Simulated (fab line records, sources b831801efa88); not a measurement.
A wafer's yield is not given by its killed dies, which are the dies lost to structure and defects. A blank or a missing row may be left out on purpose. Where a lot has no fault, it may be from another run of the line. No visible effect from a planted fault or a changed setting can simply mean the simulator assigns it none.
The tool behind it: which one? / flow sky130 / 10 lots, 29 wafers sampled, at 5 steps of a route of 708

WHAT THE GAUGES READ, wafer by wafer
SKY_VIA4_RS_MEAS_19: uses a four-point probe to measure. Usual: VIA4_W_RS gives 0.226 ohm/sq (standard deviation 0.004).
lot=L260; measured=day 42 12:56; on=film-metro-04; VIA4_W_RS (ohm/sq)=0.228 0.231 0.229; flag=
lot=L261; measured=day 42 23:33; on=film-metro-01; VIA4_W_RS (ohm/sq)=0.228 0.227 0.229; flag=
lot=L263; measured=day 44 07:13; on=film-metro-03; VIA4_W_RS (ohm/sq)=0.224 0.226 0.219; flag=
lot=L264; measured=day 44 09:19; on=film-metro-03; VIA4_W_RS (ohm/sq)=0.220 0.220 0.228; flag=
lot=L267; measured=day 44 18:41; on=film-metro-04; VIA4_W_RS (ohm/sq)=0.220 0.229; flag=
lot=L271; measured=day 46 00:34; on=film-metro-01; VIA4_W_RS (ohm/sq)=0.224 0.231 0.222; flag=
lot=L276; measured=day 47 03:44; on=film-metro-03; VIA4_W_RS (ohm/sq)=0.227 0.220 0.218; flag=
lot=L278; measured=day 47 18:13; on=film-metro-01; VIA4_W_RS (ohm/sq)=0.219 0.231 0.220; flag=
lot=L282; measured=day 48 08:10; on=film-metro-03; VIA4_W_RS (ohm/sq)=0.227 0.222 0.228; flag=
lot=L283; measured=day 48 10:59; on=film-metro-01; VIA4_W_RS (ohm/sq)=0.228 0.234 0.228; flag=

SKY_PASSIVATION_THK_MEAS_03. Usual: PASSIVATION_CVD_02_THK gives 542 nm (standard deviation 6.4).
lot=L260; measured=day 43 14:19; on=film-metro-04; PASSIVATION_CVD_02_THK (nm)=538 540 539; flag=
lot=L261; measured=day 43 23:40; on=film-metro-03; PASSIVATION_CVD_02_THK (nm)=541 539 551; flag=
lot=L263; measured=day 45 06:11; on=film-metro-03; PASSIVATION_CVD_02_THK (nm)=535 538 543; flag=
lot=L264; measured=day 45 07:50; on=film-metro-04; PASSIVATION_CVD_02_THK (nm)=546 542 547; flag=
lot=L267; measured=day 45 17:18; on=film-metro-04; PASSIVATION_CVD_02_THK (nm)=415 421; flag=OFF
lot=L271; measured=day 46 23:01; on=film-metro-02; PASSIVATION_CVD_02_THK (nm)=542 421 556; flag=OFF
lot=L276; measured=day 47 23:35; on=film-metro-04; PASSIVATION_CVD_02_THK (nm)=535 537 545; flag=
lot=L278; measured=day 48 14:32; on=film-metro-03; PASSIVATION_CVD_02_THK (nm)=541 549 551; flag=
lot=L282; measured=day 49 04:22; on=film-metro-04; PASSIVATION_CVD_02_THK (nm)=531 535 544; flag=
lot=L283; measured=day 49 07:01; on=film-metro-02; PASSIVATION_CVD_02_THK (nm)=538 525 540; flag=

TOOL THAT RAN EACH LOT (tool first, then ch and the chambers of the sampled wafers, then the start)
lot=L260; SKY_CAP2M_METAL_ETCH_13=rie-metal-03 ch 0,1, day 40 09:25; SKY_VIA4_STRIP_13=plasma-asher-01 ch 0,1, day 42 12:01; SKY_PASSIVATION_CVD_02=pecvd-03 ch 0,1,2, day 43 14:05
lot=L261; SKY_CAP2M_METAL_ETCH_13=rie-metal-04 ch 0,1, day 40 21:07; SKY_VIA4_STRIP_13=plasma-asher-01 ch 0,1, day 42 22:44; SKY_PASSIVATION_CVD_02=pecvd-03 ch 1,2, day 43 23:26
lot=L263; SKY_CAP2M_METAL_ETCH_13=rie-metal-04 ch 0,1, day 42 07:58; SKY_VIA4_STRIP_13=plasma-asher-01 ch 0,1, day 44 06:24; SKY_PASSIVATION_CVD_02=pecvd-02 ch 1,2, day 45 05:58
lot=L264; SKY_CAP2M_METAL_ETCH_13=rie-metal-03 ch 0,1, day 42 08:52; SKY_VIA4_STRIP_13=plasma-asher-02 ch 0,1, day 44 08:27; SKY_PASSIVATION_CVD_02=pecvd-02 ch 0,1,2, day 45 07:35
lot=L267; SKY_CAP2M_METAL_ETCH_13=rie-metal-03 ch 0,1, day 42 18:22; SKY_VIA4_STRIP_13=plasma-asher-04 ch 0,1, day 44 17:50; SKY_PASSIVATION_CVD_02=pecvd-03 ch 0,2, day 45 17:03
lot=L271; SKY_CAP2M_METAL_ETCH_13=rie-metal-03 ch 0, day 44 02:41; SKY_VIA4_STRIP_13=plasma-asher-01 ch 0,1, day 45 23:44; SKY_PASSIVATION_CVD_02=pecvd-03 ch 0,1,2, day 46 22:47
lot=L276; SKY_CAP2M_METAL_ETCH_13=rie-metal-01 ch 0,1, day 45 05:59; SKY_VIA4_STRIP_13=plasma-asher-04 ch 0,1, day 47 02:55; SKY_PASSIVATION_CVD_02=pecvd-02 ch 0,1,2, day 47 23:21
lot=L278; SKY_CAP2M_METAL_ETCH_13=rie-metal-01 ch 0,1, day 45 23:08; SKY_VIA4_STRIP_13=plasma-asher-04 ch 0,1, day 47 17:24; SKY_PASSIVATION_CVD_02=pecvd-01 ch 1,2, day 48 14:19
lot=L282; SKY_CAP2M_METAL_ETCH_13=rie-metal-03 ch 0,1, day 46 13:02; SKY_VIA4_STRIP_13=plasma-asher-01 ch 0,1, day 48 07:22; SKY_PASSIVATION_CVD_02=pecvd-02 ch 0,2, day 49 04:08
lot=L283; SKY_CAP2M_METAL_ETCH_13=rie-metal-04 ch 0,1, day 46 16:26; SKY_VIA4_STRIP_13=plasma-asher-04 ch 0, day 48 10:09; SKY_PASSIVATION_CVD_02=pecvd-02 ch 0,1, day 49 06:46
- SKY_CAP2M_METAL_ETCH_13: etches TiN in Cl2/BCl3, stops on SiO2, target depth 220 nm, time 62.9 s.
- SKY_VIA4_STRIP_13: strips in O2/N2.
- SKY_PASSIVATION_CVD_02: deposits Si3N4, target thk 540 nm.

WHAT THE TOOLS THEMSELVES READ (means of the sampled wafers that have a number; where no wafer has one, the mark that the record gives instead)
SKY_CAP2M_METAL_ETCH_13. Usual: bcl3-flow-sccm 29.99 sccm, standard deviation 0.086; drypump-motor-current-A 5.8 A, standard deviation 0.55; oes-product-au 0.944 a.u., standard deviation 0.0066; throttle-valve-pct 21.901 %, standard deviation 0.0099.
lot=L260; tool=rie-metal-03; bcl3-flow-sccm (sccm)=30.00; drypump-motor-current-A (A)=6.1; oes-product-au (a.u.)=0.946; throttle-valve-pct (%)=21.901; flag=
lot=L261; tool=rie-metal-04; bcl3-flow-sccm (sccm)=29.98; drypump-motor-current-A (A)=5.2; oes-product-au (a.u.)=0.939; throttle-valve-pct (%)=21.908; flag=
lot=L263; tool=rie-metal-04; bcl3-flow-sccm (sccm)=29.96; drypump-motor-current-A (A)=5.2; oes-product-au (a.u.)=0.943; throttle-valve-pct (%)=21.907; flag=
lot=L264; tool=rie-metal-03; bcl3-flow-sccm (sccm)=30.06; drypump-motor-current-A (A)=6.1; oes-product-au (a.u.)=0.941; throttle-valve-pct (%)=21.900; flag=
lot=L267; tool=rie-metal-03; bcl3-flow-sccm (sccm)=29.95; drypump-motor-current-A (A)=6.1; oes-product-au (a.u.)=0.940; throttle-valve-pct (%)=21.912; flag=
lot=L271; tool=rie-metal-03; bcl3-flow-sccm (sccm)=29.98; drypump-motor-current-A (A)=6.1; oes-product-au (a.u.)=0.945; throttle-valve-pct (%)=21.902; flag=
lot=L276; tool=rie-metal-01; bcl3-flow-sccm (sccm)=30.00; drypump-motor-current-A (A)=6.3; oes-product-au (a.u.)=0.947; throttle-valve-pct (%)=21.891; flag=
lot=L278; tool=rie-metal-01; bcl3-flow-sccm (sccm)=29.93; drypump-motor-current-A (A)=6.3; oes-product-au (a.u.)=0.948; throttle-valve-pct (%)=21.898; flag=
lot=L282; tool=rie-metal-03; bcl3-flow-sccm (sccm)=30.01; drypump-motor-current-A (A)=6.1; oes-product-au (a.u.)=0.949; throttle-valve-pct (%)=21.894; flag=
lot=L283; tool=rie-metal-04; bcl3-flow-sccm (sccm)=30.04; drypump-motor-current-A (A)=5.0; oes-product-au (a.u.)=0.940; throttle-valve-pct (%)=21.902; flag=

SKY_VIA4_STRIP_13. Usual: drypump-motor-current-A 5.8 A, standard deviation 0.56; oes-product-au 0.710 a.u., standard deviation 0.0048; strip-time-to-endpoint-s 12.81 s, standard deviation 0.032.
lot=L260; tool=plasma-asher-01; drypump-motor-current-A (A)=5.7; oes-product-au (a.u.)=0.710; strip-time-to-endpoint-s (s)=12.77; flag=
lot=L261; tool=plasma-asher-01; drypump-motor-current-A (A)=6.1; oes-product-au (a.u.)=0.708; strip-time-to-endpoint-s (s)=12.81; flag=
lot=L263; tool=plasma-asher-01; drypump-motor-current-A (A)=6.1; oes-product-au (a.u.)=0.711; strip-time-to-endpoint-s (s)=12.81; flag=
lot=L264; tool=plasma-asher-02; drypump-motor-current-A (A)=5.7; oes-product-au (a.u.)=0.711; strip-time-to-endpoint-s (s)=12.82; flag=
lot=L267; tool=plasma-asher-04; drypump-motor-current-A (A)=5.7; oes-product-au (a.u.)=0.708; strip-time-to-endpoint-s (s)=12.77; flag=
lot=L271; tool=plasma-asher-01; drypump-motor-current-A (A)=5.7; oes-product-au (a.u.)=0.709; strip-time-to-endpoint-s (s)=12.84; flag=
lot=L276; tool=plasma-asher-04; drypump-motor-current-A (A)=5.8; oes-product-au (a.u.)=0.707; strip-time-to-endpoint-s (s)=12.85; flag=
lot=L278; tool=plasma-asher-04; drypump-motor-current-A (A)=5.5; oes-product-au (a.u.)=0.711; strip-time-to-endpoint-s (s)=12.79; flag=
lot=L282; tool=plasma-asher-01; drypump-motor-current-A (A)=5.7; oes-product-au (a.u.)=0.715; strip-time-to-endpoint-s (s)=12.79; flag=
lot=L283; tool=plasma-asher-04; drypump-motor-current-A (A)=6.2; oes-product-au (a.u.)=0.708; strip-time-to-endpoint-s (s)=12.82; flag=

SKY_PASSIVATION_CVD_02. Usual: heater-power-w reads 763 W (standard deviation 110).
lot=L260; tool=pecvd-03; heater-power-w (W)=759; flag=
lot=L261; tool=pecvd-03; heater-power-w (W)=812; flag=
lot=L263; tool=pecvd-02; heater-power-w (W)=720; flag=
lot=L264; tool=pecvd-02; heater-power-w (W)=638; flag=
lot=L267; tool=pecvd-03; heater-power-w (W)=752; flag=
lot=L271; tool=pecvd-03; heater-power-w (W)=793; flag=
lot=L276; tool=pecvd-02; heater-power-w (W)=720; flag=
lot=L278; tool=pecvd-01; heater-power-w (W)=906; flag=
lot=L282; tool=pecvd-02; heater-power-w (W)=719; flag=
lot=L283; tool=pecvd-02; heater-power-w (W)=708; flag=

THE ANSWER, worked out from the rows above alone
Rule: lot off if the mean of its wafers having a number is beyond 3 standard deviations from the usual mean. Also off: a lot with no number at a reading for which 4 or more lots have one. Where the step has rows for the other lots, those lots are counted as sound. The gauges are gone through in route order, then the tools' own readings, and for those a lot's mean is taken as printed above. The first step at which some lot is off is used, and at that step the reading that is off furthest; a lot without a number counts as furthest.
Off: at SKY_PASSIVATION_THK_MEAS_03 (PASSIVATION_CVD_02_THK), L267, L271.
A tool fits if, at a process step before that reading, it ran every lot that is off, and no sound lot after the first of them. Those tools and the gauges at SKY_PASSIVATION_THK_MEAS_03 are tried in the same way. One fits: pecvd-03 at SKY_PASSIVATION_CVD_02. Its last sound lot is L261 (day 43 23:26), its first lot that is off L267 (day 45 17:03): a fault that began between those two fits.

WHAT THE SIMULATOR HAD INSERTED
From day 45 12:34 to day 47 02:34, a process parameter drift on pecvd-03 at SKY_PASSIVATION_CVD_02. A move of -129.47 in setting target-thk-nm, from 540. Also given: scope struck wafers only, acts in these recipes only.
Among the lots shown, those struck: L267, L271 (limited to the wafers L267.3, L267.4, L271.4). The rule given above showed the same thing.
